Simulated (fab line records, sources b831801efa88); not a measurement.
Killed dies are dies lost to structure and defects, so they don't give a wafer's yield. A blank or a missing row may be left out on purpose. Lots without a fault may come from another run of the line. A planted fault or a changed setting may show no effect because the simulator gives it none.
fab line records | flow gf180mcu
record lots=14 wafers=42 last_day=34
route steps=602 shown M5@533 V5@558 TOP_METAL@572
lots that met no fault: from a run of the same line without faults
start_h: hours from the record's first day to the start of the lot's first wafer shown | wait_h: hours since the lot's step before | " the same as in the row above | L1.1+2: a row that stands for several wafers | - no value, or no start given | * or withheld: withheld | < > ~ a bound
route shown NAME@n: a module of which the file shows steps, and the number in the route of the first | usual: mean/standard deviation of fault-free wafers | same: alike in all rows | chamber/n: place in a boat | sites: the reading at each site | _std_site: their standard deviation | _edge_site: outer sites' mean less inner sites' | radius_mm: how far each site lies from the wafer's centre | mask NAME#n: copy n | behind: the tool/chamber that last shaped the wafer | hold: why the lot was held/for how many hours/how that ended | device: the transistor (n, p or np) that didn't switch | end of line: the same wafers' tests at the end of the route | a step without rows: its recipe alone | killed: dies lost to structure and defects at the first sort, not the wafer's yield | map: a wafer's dies, x killed, . not, _ none there
set.NAME: the setting as run; set.NAME@STEP: as run at that earlier step | model.NAME: the simulator's own value behind a step, which no gauge read
steps of the route over a sample of lots; a table a step, a row a wafer
services: from which hour (start_h, from the record's first day; less than 0 if before it) a tool's chamber was out of use, for how many hours, and why
## steps
# step GF_M5_CD_MEAS_07
# recipe target_cd_nm=280
# usual cd_nm=279.8/1.2
# columns lot.wafer tool chamber start_h wait_h cd_nm
L885.2 cd_sem-01 - 615.49 0.1 279.2
L885.3 " - " " 279.3
L885.5 " - " " 279.2
L886.1 cd_sem-02 - 625.25 0.1 278.6
L886.2 " - " " 279.3
L886.3 " - " " 279.6
L887.1 cd_sem-02 - 628.80 0.1 278.7
L887.3 " - " " 277.1
L887.6 " - " " 278.4
L888.2 cd_sem-02 - 637.47 0.1 280.1
L888.5 " - " " 280.5
L888.6 " - " " 280.9
L889.2 cd_sem-02 - 642.64 0.1 279.8
L889.3 " - " " 279.8
L889.6 " - " " 281.5
L890.3 cd_sem-02 - 651.51 0.1 278.4
L890.5 " - " " 278.5
L890.6 " - " " 279.8
L891.3 cd_sem-02 - 657.24 0.1 279.7
L891.4 " - " " 279.7
L891.6 " - " " 279.6
L898.2 cd_sem-01 - 707.94 0.1 283.5
L898.4 " - " " 283.5
L898.5 " - " " 283.1
L899.3 cd_sem-01 - 714.09 0.1 278.8
L899.4 " - " " 280.1
L899.6 " - " " 279.2
L901.1 cd_sem-02 - 722.72 0.1 280.5
L901.3 " - " " 280.1
L901.4 " - " " 280.0
L903.4 cd_sem-02 - 733.30 0.2 280.2
L903.5 " - " " 279.4
L903.6 " - " " 279.7
L905.4 cd_sem-01 - 746.73 0.1 279.2
L905.5 " - " " 280.3
L905.6 " - " " 279.9
L906.1 cd_sem-01 - 751.95 0.1 278.3
L906.3 " - " " 277.9
L906.6 " - " " 277.4
L908.1 cd_sem-01 - 764.27 0.1 279.9
L908.2 " - " " 280.7
L908.5 " - " " 280.3
# step GF_V5_STRIP_18
# recipe chemistry=O2/N2 power_w=1400 pressure_mtorr=1500 platen_temp_c=250 o2_flow_sccm=3000 n2_flow_sccm=300 overash_fraction=0.5
# usual chamber_pressure_mTorr=1500.2/1.4 drypump_motor_current_A=5.8/0.5 heater_power_w=338/35 oes_product_au=0.569/0.0048
# columns lot.wafer tool chamber start_h wait_h chamber_pressure_mTorr drypump_motor_current_A heater_power_w oes_product_au rf_hours_counter_h
L885.2 plasma_asher-03 1 637.41 - 1500.0 5.9 342 0.558 20
L885.3 " 0 " " 1501.0 5.3 346 0.568 -
L885.5 " 1 " " 1500.0 5.9 335 0.568 -
L886.1 plasma_asher-03 1 647.32 - 1498.7 5.9 336 0.569 21
L886.2 " 0 " " 1501.4 5.3 342 0.568 21
L886.3 " 1 " " 1497.1 5.9 317 0.566 -
L887.1 plasma_asher-03 0 650.56 - 1498.7 5.3 337 0.572 21
L887.3 " 0 " " 1498.7 5.3 332 0.576 -
L887.6 " 1 " " 1505.1 5.9 328 0.568 -
L888.2 plasma_asher-01 0 659.28 - 1499.7 6.6 257 0.567 91
L888.5 " 0 " " 1498.9 6.6 253 0.573 -
L888.6 " 1 " " 1501.1 5.8 366 0.567 -
L889.2 plasma_asher-03 1 663.86 - 1501.1 5.9 328 0.567 23
L889.3 " 0 " " 1499.0 5.3 338 0.561 -
L889.6 " 0 " " 1499.5 5.3 339 0.575 -
L890.3 plasma_asher-03 0 672.50 - - - - - -
L890.5 " 1 " " - - - - -
L890.6 " 0 " " - - - - -
L891.3 plasma_asher-02 0 677.91 - - - - - -
L891.4 " 1 " " - - - - -
L891.6 " 1 " " - - - - -
L898.2 plasma_asher-02 1 728.56 - 1502.3 6.2 372 0.575 65
L898.4 " 0 " " 1500.4 5.1 366 0.574 -
L898.5 " 0 " " 1499.4 5.1 351 0.569 -
L899.3 plasma_asher-03 0 733.46 - 1499.9 5.3 346 0.565 -
L899.4 " 1 " " 1501.4 5.9 336 0.567 -
L899.6 " 1 " " 1500.0 5.9 329 0.568 -
L901.1 plasma_asher-03 0 742.03 - 1499.0 5.3 347 0.565 32
L901.3 " 1 " " 1500.1 5.9 327 0.576 -
L901.4 " 0 " " 1501.6 5.3 348 0.570 -
L903.4 plasma_asher-01 0 751.64 - 1501.4 6.6 251 0.564 -
L903.5 " 1 " " 1502.0 5.8 370 0.561 -
L903.6 " 0 " " 1499.3 6.6 254 0.564 -
L905.4 plasma_asher-03 1 765.31 - 1500.6 5.9 336 0.577 -
L905.5 " 0 " " 1499.2 5.3 336 0.562 -
L905.6 " 1 " " 1499.8 5.9 333 0.573 -
L906.1 plasma_asher-02 1 770.86 - 1499.5 6.2 379 0.573 70
L906.3 " 0 " " 1499.9 5.1 354 0.566 -
L906.6 " 0 " " 1498.7 5.1 352 0.559 -
L908.1 plasma_asher-02 0 781.58 - 1498.1 5.1 342 0.568 71
L908.2 " 1 " " 1498.9 6.2 368 0.571 71
L908.5 " 0 " " 1500.3 5.1 351 0.581 -
# step GF_V5_SPUTTER_21
# recipe material=Ti target_thk_nm=15 chamber_pressure_pa=5 power_w=2551 substrate_temp_c=200 time_s=80.02
# usual cathode_dc_power_W=2551.0/0.45 throttle_valve_pct=29.8/0.62
# columns lot.wafer tool chamber start_h wait_h cathode_dc_power_W throttle_valve_pct
L885.2 pvd_sputter-01 - 637.97 0.0 2550.6 29.5
L885.3 " - " " 2550.8 29.5
L885.5 " - " " 2551.1 29.6
L886.1 pvd_sputter-01 - 647.85 0.0 2551.3 29.7
L886.2 " - " " 2551.4 30.0
L886.3 " - " " 2551.1 30.1
L887.1 pvd_sputter-03 - 651.09 0.0 2551.6 31.0
L887.3 " - " " 2551.3 29.4
L887.6 " - " " 2551.5 29.8
L888.2 pvd_sputter-01 - 659.81 0.0 2550.7 29.9
L888.5 " - " " 2550.6 30.1
L888.6 " - " " 2551.1 30.3
L889.2 pvd_sputter-02 - 664.48 0.0 2551.1 29.1
L889.3 " - " " 2551.0 29.6
L889.6 " - " " 2551.4 29.8
L890.3 pvd_sputter-03 - 673.00 0.0 2551.1 31.2
L890.5 " - " " 2551.4 28.8
L890.6 " - " " 2551.0 29.5
L891.3 pvd_sputter-03 - 678.44 0.0 2551.1 29.3
L891.4 " - " " 2550.9 29.6
L891.6 " - " " 2550.5 31.2
L898.2 pvd_sputter-02 - 729.09 0.0 2551.3 29.2
L898.4 " - " " 2550.8 30.6
L898.5 " - " " 2551.4 30.1
L899.3 pvd_sputter-02 - 733.96 0.0 2551.0 29.3
L899.4 " - " " 2551.1 29.8
L899.6 " - " " 2550.8 29.3
L901.1 pvd_sputter-03 - 742.56 0.0 2551.2 29.3
L901.3 " - " " 2551.5 29.6
L901.4 " - " " 2550.9 29.5
L903.4 pvd_sputter-03 - 752.17 0.0 2551.4 29.5
L903.5 " - " " 2550.8 31.0
L903.6 " - " " 2551.7 29.0
L905.4 pvd_sputter-02 - 765.84 0.0 2551.1 29.3
L905.5 " - " " 2550.4 29.3
L905.6 " - " " 2550.4 29.9
L906.1 pvd_sputter-02 - 771.39 0.0 2551.4 29.5
L906.3 " - " " 2550.0 29.9
L906.6 " - " " 2551.2 29.5
L908.1 pvd_sputter-03 - 782.11 0.0 2551.7 29.4
L908.2 " - " " 2552.2 29.2
L908.5 " - " " 2551.9 31.3
# step GF_TOP_METAL_RS_MEAS_05
# recipe thk_meas_gauge=four-point-probe reads=TiN_of_TOP_METAL_SPUTTER_04+Ti_of_TOP_METAL_SPUTTER_03+AlCu_of_TOP_METAL_SPUTTER_02+TiN_of_TOP_METAL_SPUTTER_01+Ti_of_TOP_METAL_SPUTTER_00
# usual TOP_METAL_ALCU_RS=0.0329/0.00034
# columns lot.wafer tool chamber start_h wait_h TOP_METAL_ALCU_RS[ohm/sq]
L885.2 film_metro-03 - 638.90 0.0 0.0329
L885.3 " - " " 0.0329
L885.5 " - " " 0.0327
L886.1 film_metro-03 - 648.76 0.0 0.0322
L886.2 " - " " 0.0328
L886.3 " - " " 0.0327
L887.1 film_metro-01 - 652.12 0.0 0.0331
L887.3 " - " " 0.0334
L887.6 " - " " 0.0331
L888.2 film_metro-03 - 660.74 0.0 0.0327
L888.5 " - " " 0.0325
L888.6 " - " " 0.0328
L889.2 film_metro-02 - 665.46 0.0 0.0325
L889.3 " - " " 0.0330
L889.6 " - " " 0.0328
L898.2 film_metro-03 - 730.02 0.0 0.0334
L898.4 " - " " 0.0330
L898.5 " - " " 0.0336
L899.3 film_metro-02 - 734.91 0.1 0.0330
L899.4 " - " " 0.0334
L899.6 " - " " 0.0338
L901.1 film_metro-01 - 743.47 0.0 0.0333
L901.3 " - " " 0.0326
L901.4 " - " " 0.0329
L903.4 film_metro-03 - 753.14 0.1 0.0328
L903.5 " - " " 0.0331
L903.6 " - " " 0.0329
L905.4 film_metro-03 - 766.84 0.1 0.0327
L905.5 " - " " 0.0330
L905.6 " - " " 0.0327
L906.1 film_metro-02 - 772.30 0.0 0.0329
L906.3 " - " " 0.0329
L906.6 " - " " 0.0326
L908.1 film_metro-02 - 783.02 0.0 0.0331
L908.2 " - " " 0.0333
L908.5 " - " " 0.0336
## services
# columns tool chamber start_h hours kind
pvd_sputter-02 - 617.85 9.5 repair
plasma_asher-01 - 623.60 4.3 pm
plasma_asher-01 - 682.39 14.6 pm
plasma_asher-02 - 691.42 0.8 repair
plasma_asher-02 - 707.43 2.8 pm
pvd_sputter-01 - 781.62 2.9 repair
## key
first_sign step=GF_V5_STRIP_18 reading=tool_record direction=missing
effect none on later readings
met_at GF_V5_STRIP_18
struck_lots L890,L891
later_rows_left_out L890.3,L890.5,L890.6,L891.3,L891.4,L891.6
sort_left_out L890.3,L890.5,L890.6,L891.3,L891.4,L891.6
not_acting_at GF_M5_CD_MEAS_07,GF_V5_SPUTTER_21,GF_TOP_METAL_RS_MEAS_05
onset_between 663.86 672.50
fault kind=skipped_step_whole tool=plasma_asher-02,plasma_asher-03 chamber=- onset_h=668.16 steps=GF_V5_STRIP_18 scope=struck_lots_only
# sort_left_out: the simulated sort isn't trusted on such a fault, so these wafers' sort isn't shown, and their yield isn't known
# later_rows_left_out: the simulator's readings of these wafers behind a module that went badly wrong aren't trusted and aren't shown, but for the sort
